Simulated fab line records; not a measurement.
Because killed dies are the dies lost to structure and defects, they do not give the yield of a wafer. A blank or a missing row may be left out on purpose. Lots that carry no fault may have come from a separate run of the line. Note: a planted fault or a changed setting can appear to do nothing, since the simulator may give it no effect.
8D (eight disciplines) problem report, filled in by code ; flow gf180mcu ; the parts of the form that need people (team, actions taken, sign-off) are left out

1. THE ISSUE
Mean of run length s at GF_STI_WET_ETCH_17: 828.1 s across 9 wafers in 3 lots; on wafers with no fault it is 540.0 s (standard deviation 2.6). That is +99 or more standard deviations from the usual mean.
The step: etches Si3N4 in H3PO4, target depth 45 nm, time 514 s.
First observed at day 5 07:27: wafer L972.1, on wet bench-02. At this step, 45 wafers from 15 lots have a number in the record. Rule for "out", or "out of limits": more than 4 standard deviations from the usual mean. The other wafers with a number count as sound.

2. WHAT IT IS AND WHAT IT IS NOT
question;is;is not
which readings at this step;run length s;temp c
which lots;L972, L973, L977;L957, L959, L961, L963, L964, L966, L967, L968, L969, L978, L979, L980
which wafers of those lots;all that have a number;-
read on which tools;wet bench-02;wet bench-03, wet bench-04
when;from day 5 07:27;"up to then (27 sound wafers); but 9 sound wafers of L978, L979, L980 came after"

3. THE SUSPECTS, EACH WITH WHAT RULES IT OUT
Counting: a tool stays on the suspect list if, at a process step up to the reading, it processed all lots that are out and no sound lot following the first of them.
- wet bench-02 at GF_STI_WET_ETCH_17 (etches Si3N4 in H3PO4, target depth 45 nm, time 514 s): kept. All lots that are out passed through it, beginning with L972 at day 5 07:27, and no sound lot followed; its final sound lot before that point was L967 at day 4 05:45. On those wafers its own readings are out: run length s.
Left after counting: wet bench-02 at GF_STI_WET_ETCH_17.

4. THE CAUSE (what the simulator had put in)
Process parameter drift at GF_STI_WET_ETCH_17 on wet bench-02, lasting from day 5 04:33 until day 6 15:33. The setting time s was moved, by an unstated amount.
Counting left only this tool.

5. THE EFFECT CHAIN, in route order
One row per reading whose mean, taken over the struck wafers that have a number, lies over 3 standard deviations from the usual. Scope: only readings with a usual standard deviation given in the record; hours: median across lots of the time from each lot's start at the first step in this table that gives one to its start at this step; sigmas: change in usual standard deviations.
hours;step;reading;usual;on struck wafers;change;sigmas
0;GF_STI_WET_ETCH_17;run length s;540.0 s;828.1;+288.1;+99 or more
The process steps in it:
- GF_STI_WET_ETCH_17: etches Si3N4 in H3PO4, target depth 45 nm, time 514 s.
Later steps that measure or inspect, where all struck wafers having a row at the step show a number for every such reading and not one has moved that far: GF_VT_IMPLANT_TW_MEAS_43, GF_V1_THK_MEAS_25.

6. WHAT WOULD HAVE CAUGHT IT SOONER
The fault began at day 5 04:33; the first out-of-limits reading in this record came at day 5 07:27, 3 hours later.
